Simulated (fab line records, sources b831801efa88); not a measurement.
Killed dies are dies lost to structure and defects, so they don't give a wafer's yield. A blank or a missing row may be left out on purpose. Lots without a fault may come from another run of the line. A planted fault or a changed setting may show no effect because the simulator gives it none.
Which tool did it? | flow sky130 | 14 lots, 42 wafers sampled, at 4 steps of a route of 708

WHAT THE GAUGES READ, wafer by wafer
SKY_POLY_GATE_CD_MEAS_13: target cd 150 nm. Usual: cd_nm 150.4 nm, standard deviation 1.5.
lot  | measured     | on        | cd_nm (nm)        | flag
L740 | day 16 05:55 | cd_sem-01 | 151.0 151.6 152.0 |
L741 | day 16 15:24 | cd_sem-01 | 152.1 153.1 152.1 |
L743 | day 17 10:01 | cd_sem-02 | 149.7 148.2 150.1 |
L745 | day 18 05:46 | cd_sem-01 | 151.0 148.5 149.9 |
L750 | day 20 05:04 | cd_sem-02 | 150.9 151.1 150.3 |
L751 | day 20 09:01 | cd_sem-01 | 147.5 148.6 147.9 |
L752 | day 20 22:08 | cd_sem-02 | 149.5 150.2 150.3 |
L753 | day 21 10:27 | cd_sem-01 | 149.7 149.5 150.3 |
L754 | day 21 12:29 | cd_sem-02 | 153.8 152.8 153.0 |
L757 | day 22 19:05 | cd_sem-01 | 150.8 151.4 150.8 |
L759 | day 23 23:11 | cd_sem-02 | 151.2 151.6 150.9 |
L761 | day 24 01:20 | cd_sem-02 | 150.2 149.5 148.4 |
L762 | day 24 10:13 | cd_sem-01 | 150.0 149.8 150.3 |
L763 | day 24 14:16 | cd_sem-02 | 149.4 150.3 150.6 |

SKY_LDD_LDN_OVL_MEAS_07. Usual: LDD_LDN_OVL -0.7 nm, standard deviation 1.3.
lot  | measured     | on         | LDD_LDN_OVL (nm) | flag
L740 | day 22 17:41 | overlay-01 | 1.8 0.8 0.7      |
L741 | day 22 23:18 | overlay-01 | -1.1 -1.2 -0.2   |
L743 | day 23 21:06 | overlay-01 | -0.5 0.1 -1.6    |
L745 | day 24 17:23 | overlay-01 | 0.6 0.1 1.0      |
L750 | day 26 14:29 | overlay-01 | 1.6 0.8 -2.0     |
L751 | day 26 18:35 | overlay-02 | 1.5 0.3 0.4      |
L752 | day 27 07:10 | overlay-02 | 0.5 -1.5 -0.9    |
L753 | day 27 16:57 | overlay-01 | -3.3 -2.7 -2.3   |
L754 | day 27 18:44 | overlay-02 | -1.4 0.5 -0.8    |
L757 | day 28 23:41 | overlay-01 | -1.1 -1.0 0.1    |
L759 | day 30 03:55 | overlay-01 | 0.9 -0.5 -0.9    |
L761 | day 30 05:33 | overlay-02 | -0.2 -0.7 -0.8   |
L762 | day 30 11:37 | overlay-02 | -3.0 -0.3 -1.7   |
L763 | day 30 16:56 | overlay-02 | -3.5 -2.5 -2.3   |

SKY_CONTACT_BOW_MEAS_05. Usual: CONTACT_BOW 83 um, standard deviation 6.9.
lot  | measured     | on            | CONTACT_BOW (um) | flag
L740 | day 30 07:34 | film_metro-03 | 83 87 79         |
L741 | day 30 12:55 | film_metro-04 | 90 79 91         |
L743 | day 31 06:00 | film_metro-04 | 85 88 79         |
L745 | day 32 03:11 | film_metro-03 | 79 75 86         |
L750 | day 33 20:15 | film_metro-04 | 83 82 87         |
L751 | day 34 00:55 | film_metro-03 | 75 88 76         |
L752 | day 34 11:51 | film_metro-04 | 81 76 71         |
L753 | day 34 20:04 | film_metro-04 | 88 63 69         |
L754 | day 34 22:27 | film_metro-04 | 75 74 87         |
L757 | day 36 00:46 | film_metro-04 | 86 87 100        |
L759 | day 37 02:12 | film_metro-01 | 88 89 78         |
L761 | day 37 03:21 | film_metro-04 | 90 84 78         |
L762 | day 37 09:35 | film_metro-01 | 77 88 81         |
L763 | day 37 15:31 | film_metro-01 | 84 84 84         |

WHICH TOOL RAN EACH LOT (tool, then ch and the chambers of the sampled wafers, then the start)
lot  | SKY_LDD_HVP_IMPLANT_08
L740 | implanter-03 ch 0, day 21 11:32
L741 | implanter-02 ch 0, day 21 16:53
L743 | implanter-03 ch 0, day 22 15:28
L745 | implanter-02 ch 0, day 23 11:48
L750 | implanter-03 ch 0, day 25 09:02
L751 | implanter-03 ch 0, day 25 13:46
L752 | implanter-04 ch 0, day 26 02:13
L753 | implanter-04 ch 0, day 26 12:31
L754 | implanter-02 ch 0, day 26 13:14
L757 | implanter-04 ch 0, day 27 19:28
L759 | implanter-02 ch 0, day 28 23:33
L761 | implanter-03 ch 0, day 29 01:05
L762 | implanter-03 ch 0, day 29 07:54
L763 | implanter-02 ch 0, day 29 13:10
- SKY_LDD_HVP_IMPLANT_08

WHAT THE TOOLS THEMSELVES READ (means of the sampled wafers that have a number; where no wafer has one, the mark that the record gives instead)
SKY_LDD_HVP_IMPLANT_08. Usual: beam_energy_keV 19.999, standard deviation 0.0056.
lot  | tool         | beam_energy_keV | flag
L740 | implanter-03 | 19.999          |
L741 | implanter-02 | 19.992          |
L743 | implanter-03 | 19.993          |
L745 | implanter-02 | 19.998          |
L750 | implanter-03 | 17.685          | OFF
L751 | implanter-03 | 17.698          | OFF
L752 | implanter-04 | 20.004          |
L753 | implanter-04 | 20.008          |
L754 | implanter-02 | 20.002          |
L757 | implanter-04 | 20.002          |
L759 | implanter-02 | 19.999          |
L761 | implanter-03 | 19.998          |
L762 | implanter-03 | 20.003          |
L763 | implanter-02 | 20.000          |

THE ANSWER, worked out from the rows above alone
Rule: a lot is off if the mean of its wafers that have a number lies more than 3 standard deviations from the usual mean. A lot without any number at a reading at which 4 lots or more have one is off too. The other lots that the step has rows for count as sound. The gauges are gone through in route order, then the tools' own readings, and for those a lot's mean is taken as printed above. The first step at which some lot is off is used, and at that step the reading that is off furthest; a lot without a number counts as furthest.
Off: L750, L751, at SKY_LDD_HVP_IMPLANT_08 (beam_energy_keV).
A tool fits if, at that step or a process step before it, it ran every lot that is off, and no sound lot after the first of them. None of those tried fits.

WHAT THE SIMULATOR HAD PUT IN
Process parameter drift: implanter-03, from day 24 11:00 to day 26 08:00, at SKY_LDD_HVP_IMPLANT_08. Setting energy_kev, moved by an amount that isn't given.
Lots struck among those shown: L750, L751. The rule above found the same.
